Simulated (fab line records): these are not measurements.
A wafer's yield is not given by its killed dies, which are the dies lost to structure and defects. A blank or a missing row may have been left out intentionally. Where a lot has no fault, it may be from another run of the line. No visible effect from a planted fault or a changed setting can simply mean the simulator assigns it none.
The tool behind it: which one? -- flow gf180mcu -- Sampling: 11 lots, 33 wafers, 3 of 602 route steps

## WHAT THE GAUGES SHOWED, per wafer
GF_M3_RS_MEAS_05: measurement is done with a four-point probe. Usual: for M3_ALCU_RS the level is 0.0695 ohm/sq and the standard deviation is 0.00081.
lot,measured,on,M3_ALCU_RS (ohm/sq),flag
L652,day 20 07:39,filmMetro-02,0.0683 0.0688 0.0689,
L654,day 20 20:09,filmMetro-02,0.0702 0.0695 0.0697,
L655,day 21 11:29,filmMetro-03,0.0699 0.0705 0.0703,
L656,day 21 12:26,filmMetro-02,0.0689 0.0689 0.0694,
L658,day 22 11:47,filmMetro-01,0.0701 0.0697 0.0700,
L663,day 24 13:53,filmMetro-02,0.0695 0.0691 0.0690,
L664,day 25 04:41,filmMetro-03,0.0702 0.0702 0.0699,
L665,day 25 09:06,filmMetro-01,0.0703 0.0699 0.0702,
L670,day 26 15:39,filmMetro-03,0.0684 0.0683 0.0689,
L674,day 27 15:49,filmMetro-02,0.0706 0.0709 0.0706,
L675,day 27 21:05,filmMetro-01,0.0704 0.0702 0.0698,

GF_M3_THK_MEAS_06: measures by xrf. Usual: for M3_ALCU_THK the level is 459 nm and the standard deviation is 5.4.
lot,measured,on,M3_ALCU_THK (nm),flag
L652,day 20 07:46,filmMetro-02,465 466 463,
L654,day 20 20:16,filmMetro-02,456 460 458,
L655,day 21 11:36,filmMetro-03,455 448 452,
L656,day 21 12:33,filmMetro-02,468 466 463,
L658,day 22 11:55,filmMetro-01,455 459 458,
L663,day 24 14:01,filmMetro-02,460 464 466,
L664,day 25 04:49,filmMetro-03,454 455 458,
L665,day 25 09:13,filmMetro-01,456 458 455,
L670,day 26 15:46,filmMetro-03,462 464 460,
L674,day 27 15:55,filmMetro-02,452 450 452,
L675,day 27 21:11,filmMetro-01,457 457 456,

GF_M3_CD_MEAS_14 targets a cd of 280 nm. Usual: cdNm at 279.9 nm, with a standard deviation of 1.4.
lot,measured,on,cdNm (nm),flag
L652,day 21 07:37,cdSem-01,282.4 282.3 282.7,
L654,day 21 19:21,cdSem-02,278.9 279.5 280.6,
L655,day 22 11:13,cdSem-02,280.0 280.0 280.7,
L656,day 22 11:31,cdSem-01,281.1 279.4 281.1,
L658,day 23 10:30,cdSem-02,281.6 282.5 283.6,
L663,day 25 10:52,cdSem-01,278.9 280.0 277.8,
L664,day 26 01:40,cdSem-02,278.7 278.8 278.9,
L665,day 26 06:00,cdSem-02,278.3 279.1 279.5,
L670,day 27 12:34,cdSem-02,281.7 282.1 282.6,
L674,day 28 11:09,cdSem-01,279.1 278.6 278.9,
L675,day 28 16:44,cdSem-01,278.9 279.9 279.6,

## WHAT TOOL EACH LOT RAN ON (gives the tool, then ch and the chambers of the sampled wafers, and finally the start)
Before these readings, the record contains no process step.

## AS READ BY THE TOOLS THEMSELVES (means over the sampled wafers that have a number; for cases with no such wafer, the mark the record gives instead)
The record holds no such reading with a usual standard deviation.

## THE ANSWER, worked out from the rows above alone
Rule: take the mean of a lot's wafers that have a number; if it is more than 3 standard deviations from the usual mean, the lot is off. Also off: a lot with no number at a reading for which 4 or more lots have one. The other lots that the step has rows for count as sound. After the gauges, taken in route order, come the tools' own readings; for these a lot's mean is taken, as printed above. At the first step where some lot is off, the reading lying furthest off is the one used; lots without a number count as furthest.
No lot is off on any of the readings shown, so nothing can be concluded from this.

## WHAT THE SIMULATOR PUT IN
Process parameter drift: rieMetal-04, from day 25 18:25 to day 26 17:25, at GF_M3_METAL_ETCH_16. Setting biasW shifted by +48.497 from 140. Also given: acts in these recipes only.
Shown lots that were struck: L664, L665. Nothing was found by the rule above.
